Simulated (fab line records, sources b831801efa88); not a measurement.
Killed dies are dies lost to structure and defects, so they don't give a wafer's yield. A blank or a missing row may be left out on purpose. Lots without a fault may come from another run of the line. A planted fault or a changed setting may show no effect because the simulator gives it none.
Which tool did it? | flow sky130 | 7 lots, 21 wafers sampled, at 1 step of a route of 708

WHAT THE GAUGES READ, wafer by wafer
SKY_VIA2_BOW_MEAS_03.
lot  | measured     | on            | VIA2_BOW (um)
L787 | day 35 15:41 | film_metro-02 | 88 95 93
L793 | day 37 15:04 | film_metro-03 | 88 74 83
L797 | day 39 15:44 | film_metro-01 | 83 89 90
L804 | day 40 20:21 | film_metro-01 | 84 76 82
L805 | day 41 01:25 | film_metro-03 | 80 92 97
L808 | day 42 02:23 | film_metro-01 | 85 71 90
L809 | day 42 05:40 | film_metro-03 | 89 80 74

WHICH TOOL RAN EACH LOT (tool, then ch and the chambers of the sampled wafers, then the start)
The record holds no process step before these readings.

THE ANSWER, worked out from the rows above alone
Rule: what is usual is taken from the lots themselves. Put in order of their means at a reading, lots are off if they are a third of the lots or fewer, leave a main group of 4 or more, and stand apart from it by a gap of 3 or more times the standard deviation of the main group's means; of several such gaps the widest counts. A main group whose means are all the same, to the digits that the tables above print for the reading, isn't used. A lot without any number at a reading at which 4 lots or more have one is off too. The other lots that the step has rows for count as sound.
No lot is off at any reading shown: from this, nothing can be told.

WHAT THE SIMULATOR HAD PUT IN
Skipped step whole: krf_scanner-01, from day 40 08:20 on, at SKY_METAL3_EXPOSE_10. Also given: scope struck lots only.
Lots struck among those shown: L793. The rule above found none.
